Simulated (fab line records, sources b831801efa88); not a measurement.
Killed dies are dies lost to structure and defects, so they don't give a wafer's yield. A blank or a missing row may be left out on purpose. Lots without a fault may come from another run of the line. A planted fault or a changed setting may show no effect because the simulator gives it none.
Problem report in the 8D (eight disciplines) form, filled by code | flow gf180mcu | the parts of the form that need people (team, actions taken, sign-off) are left out

1. THE PROBLEM
STI_CVD_03_THK at GF_STI_THK_MEAS_04 reads a mean of 178.9 nm on 6 wafers of 2 lots; wafers without a fault read 207.1 nm with a standard deviation of 1.9. That is -15 standard deviations from the usual mean.
First seen on wafer L177.1, day 5 12:34, on film_metro-04. The record holds 36 wafers of 12 lots with a number at this step. Rule for "out", or "out of limits": more than 4 standard deviations from the usual mean. The other wafers with a number count as sound.

2. WHAT IT IS AND WHAT IT IS NOT
question                    | is                           | is not
which readings at this step | STI_CVD_03_THK               | -
which lots                  | L177, L178                   | L161, L162, L163, L165, L167, L170, L171, L175, L179, L180
which wafers of those lots  | all that have a number       | -
read on which gauges        | film_metro-03, film_metro-04 | film_metro-02
when                        | from day 5 12:34             | up to then (24 sound wafers); but 6 sound wafers of L179, L180 came after

3. SUSPECTS, AND WHAT RULES EACH OUT
Counting: a tool at a process step up to the reading stays a suspect if it ran every lot that is out and no sound lot after the first of them.
- the gauge at GF_STI_THK_MEAS_04: ruled out. The wafers that are out were read on 2 gauges (film_metro-03, film_metro-04).
- lpcvd-02 at GF_STI_CVD_03 (deposits Si3N4 from DCS/NH3, target thk 207.16 nm, time 3551 s): kept. It ran every lot that is out, first L177 (day 5 10:34), and no sound lot after that; its last sound lot up to then is L175 (day 5 01:37).
Left after counting: lpcvd-02 at GF_STI_CVD_03.

4. THE CAUSE (what the simulator had put in)
Process parameter drift: lpcvd-02, from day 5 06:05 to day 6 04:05, at GF_STI_CVD_03. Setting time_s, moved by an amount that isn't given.
Counting left only this tool.

5. THE CHAIN OF EFFECTS, in route order
Each row: a reading whose mean over the struck wafers that have a number lies more than 3 standard deviations from the usual. Only readings for which the record gives a usual standard deviation are gone through. hours: the time from each lot's start at the first step in this table that gives one to its start at this step, as a median over the lots. sigmas: the change in usual standard deviations.
hours | step               | reading        | usual      | on struck wafers | change | sigmas
0     | GF_STI_THK_MEAS_04 | STI_CVD_03_THK | 207.1 nm   | 178.9            | -28.2  | -15
15    | GF_STI_ETCH_13     | oes_product_au | 0.833 a.u. | 0.774            | -0.059 | -9.6
The process steps in it:
- GF_STI_ETCH_13: etches the open film in CHF3/O2, stops on Si, target depth 282.31 nm, time 112.9 s.
Later measuring or inspecting steps at which every struck wafer that the step has a row for has a number for every such reading, and none has moved that far: GF_VT_IMPLANT_RS_MEAS_49.

6. WHAT WOULD HAVE CAUGHT IT SOONER
In this record the first reading out of limits at a measuring or inspecting step was taken at day 5 12:34, 6 hours after the fault began at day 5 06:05.
Of the tool readings at GF_STI_CVD_03 for which the record gives a usual standard deviation, none was out on any struck wafer, so an alarm limit of 4 standard deviations on them would not have fired.
Of the lots that are out (2), L178 began GF_STI_CVD_03 on lpcvd-02 after day 5 12:34. A hold on the tool at that time would have spared it.
